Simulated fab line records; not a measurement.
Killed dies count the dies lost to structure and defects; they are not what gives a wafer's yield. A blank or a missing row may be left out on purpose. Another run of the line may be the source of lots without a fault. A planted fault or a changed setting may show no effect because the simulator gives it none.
A lot that was struck, set against a sound lot | flow sky130 | 43 steps out of a route of 708
Sound: the wafers L139.2, L139.4, L139.6. Wafers L156.1, L156.2, L156.3 were the ones struck. The cause comes at the end.
Order at every step that has rows: each side's tool, ch and its chambers, its first start. Under that, the readings that differ: sound wafers | struck wafers | difference of the means | sigmas: that difference in standard deviations of wafers without a fault.
alike: same words and numbers on both sides, and readings whose means sit less than 2 such deviations apart. not compared: any withheld reading, any reading some wafer has no value for, any bound like >300 that may hide the same value, and any number with overlapping values for which the record gives no deviation.
The two part at a step that has a row with sigmas, a row that says differs or no value, or rows on one side only. Non-overlapping numbers with no deviation appear without sigmas and do not part them. Lack of a reading on every wafer of one side parts them only where that side has two or more wafers.

first, 5 steps without rows for these wafers: SKY_GATE_OXIDE_COAT_05 (resist thk 1140 nm); SKY_GATE_OXIDE_SOFTBAKE_06 (time 60 s); SKY_GATE_OXIDE_EXPOSE_07 (exposes mask LVOM, target cd 600 nm); SKY_GATE_OXIDE_PEB_08; SKY_GATE_OXIDE_DEVELOP_09 (develop time 60 s).
SKY_GATE_OXIDE_OVL_MEAS_10:
  sound on overlay-02, day 14 22:48; struck on overlay-02, day 20 18:30
  alike: GATE_OXIDE_OVL
then, 2 steps without rows for these wafers: SKY_GATE_OXIDE_IMPLANT_11; SKY_GATE_OXIDE_WET_ETCH_12 (etches SiO2 in dHF, target depth 16.8 nm, time 336 s).
SKY_GATE_OXIDE_STRIP_13: strips in O2/N2.
  sound on plasmaAsher-03 ch 0,1, day 14 23:05; struck on plasmaAsher-03 ch 0,1, day 20 18:47
  alike: drypumpMotorCurrentA, oesProductAu, stripTimeToEndpointS
  not compared: rfHoursCounterH
SKY_GATE_OXIDE_TW_MEAS_14:
  sound on filmMetro-01, day 14 23:11; struck on filmMetro-02, day 20 18:53
  alike: GATE_OXIDE_TW
then, 2 steps without rows for these wafers: SKY_GATE_OXIDE_CLEAN_15 (cleans in SC1/SC2, time 150 s); SKY_GATE_OXIDE_OXIDATION_16 (stabilise 600 s, purge 300 s, target thk 3.57 nm).
SKY_POLY_GATE_CVD_00: deposits poly-Si, target thk 180 nm, time 720 s.
  sound on lpcvd-01 ch 0, day 15 01:55; struck on lpcvd-01 ch 0, day 20 21:18
  alike: zonePowerLowerPct
SKY_POLY_GATE_THK_MEAS_01:
  sound on filmMetro-02, day 15 03:43; struck on filmMetro-01, day 20 22:30
reading                   | sound             | struck            | difference | sigmas
POLY_GATE_CVD_00_THK (nm) | 183.3 183.5 181.9 | 177.9 179.8 178.8 | -4.1       | -2
then, 8 steps without rows for these wafers: SKY_RES_PROTECT_DEHYDRATE_00 (time 60 s); SKY_RES_PROTECT_HMDS_01 (prime time 60 s); SKY_RES_PROTECT_COAT_02 (resist thk 1140 nm); SKY_RES_PROTECT_SOFTBAKE_03 (time 60 s); SKY_RES_PROTECT_EXPOSE_04 (exposes mask RPM, target cd 1270 nm); SKY_RES_PROTECT_PEB_05; SKY_RES_PROTECT_DEVELOP_06 (develop time 60 s); SKY_POLY_GATE_IMPLANT_02.
SKY_RES_PROTECT_STRIP_07: strips in O2/N2.
  sound on plasmaAsher-02 ch 0,1, day 16 07:51; struck on plasmaAsher-03 ch 0,1, day 22 05:27
  alike: drypumpMotorCurrentA, oesProductAu, stripTimeToEndpointS
  not compared: rfHoursCounterH
SKY_RES_PROTECT_TW_MEAS_08:
  sound on filmMetro-03, day 16 08:00; struck on filmMetro-04, day 22 05:33
  alike: POLY_GATE_TW
then, 2 steps without rows for these wafers: SKY_RES_PROTECT_CLEAN_09 (cleans in SC1/SC2, time 150 s); SKY_POLY_GATE_CVD_03 (deposits Si3N4 from DCS/NH3, target thk 75 nm, time 1290 s).
SKY_POLY_GATE_THK_MEAS_04:
  sound on filmMetro-03, day 16 11:29; struck on filmMetro-03, day 22 07:01
  alike: POLY_GATE_CVD_03_THK
then, 8 steps without rows for these wafers: SKY_POLY_GATE_DEHYDRATE_05 (time 60 s); SKY_POLY_GATE_HMDS_06 (prime time 60 s); SKY_POLY_GATE_COAT_07 (resist thk 110 nm); SKY_POLY_GATE_COAT_08 (resist thk 450 nm); SKY_POLY_GATE_SOFTBAKE_09 (time 90 s); SKY_POLY_GATE_EXPOSE_10 (exposes mask P1M, target cd 150 nm); SKY_POLY_GATE_PEB_11; SKY_POLY_GATE_DEVELOP_12 (develop time 60 s).
SKY_POLY_GATE_CD_MEAS_13: the cd target is 150 nm.
  sound on cdSem-02, day 17 18:04; struck on cdSem-01, day 23 13:24
  alike: cdNm
SKY_POLY_GATE_OVL_MEAS_14:
  sound on overlay-02, day 17 18:11; struck on overlay-01, day 23 13:31
  alike: POLY_GATE_OVL
SKY_POLY_GATE_ETCH_15: etches BARC in N2/H2, stops on SiO2, time 118.5 s, target depth 110 nm.
  sound on rieDiel-04 ch 0,1,3, day 17 18:13; struck on rieDiel-02 ch 0,1,3, day 23 13:33
  alike: biasW, drypumpMotorCurrentA, oesProductAu, rfFwdPowerW, throttleValvePct
  not compared: rfHoursCounterH
then, 1 step without rows for these wafers: SKY_POLY_GATE_ETCH_16 (etches Si3N4 in CH3F/O2, stops on poly-Si, time 147.5 s, target depth 75 nm).
SKY_POLY_GATE_ETCH_17: etches poly-Si in HBr/Cl2, stops on SiO2, target depth 180 nm, time 70.5 s.
  sound on rieSi-01 ch 0,1,2, day 17 18:23; struck on rieSi-02 ch 0,2,3, day 23 13:44
  alike: biasW, drypumpMotorCurrentA, oesProductAu, rfFwdPowerW, throttleValvePct
  not compared: rfHoursCounterH
SKY_POLY_GATE_STRIP_18: strips in O2/N2.
  sound on plasmaAsher-03 ch 0,1, day 17 18:26; struck on plasmaAsher-04 ch 0,1, day 23 13:47
  alike: drypumpMotorCurrentA, oesProductAu, stripTimeToEndpointS
  not compared: rfHoursCounterH
then, 1 step without rows for these wafers: SKY_POLY_GATE_CLEAN_19 (cleans in SC1/SC2, time 150 s).
-- the record jumps here: 27 days lie between the struck wafers' starts before and after (it left off in module POLY_GATE and takes up again in module PAD_OPEN, whose first step shown is number 708 of the route) --
SKY_PAD_OPEN_PROBE_99:
  sound on prober-01, day 46 14:40; struck on prober-02, day 50 04:44
reading          | sound    | struck      | difference | sigmas
killedAtFrontEnd | 18 17 14 | 71 70 69    | +54        | +11
killedDies       | 91 77 77 | 137 133 151 | +59        | +6
  alike: killed_at_M0_to_M3, killed_at_M4_up, killedAtContacts, killedAtOther, killedOpen, killedShort

WHERE THEY PART
Last at SKY_PAD_OPEN_PROBE_99 as far as this record goes, first at SKY_POLY_GATE_THK_MEAS_01.

WHY: the cause the simulator had injected
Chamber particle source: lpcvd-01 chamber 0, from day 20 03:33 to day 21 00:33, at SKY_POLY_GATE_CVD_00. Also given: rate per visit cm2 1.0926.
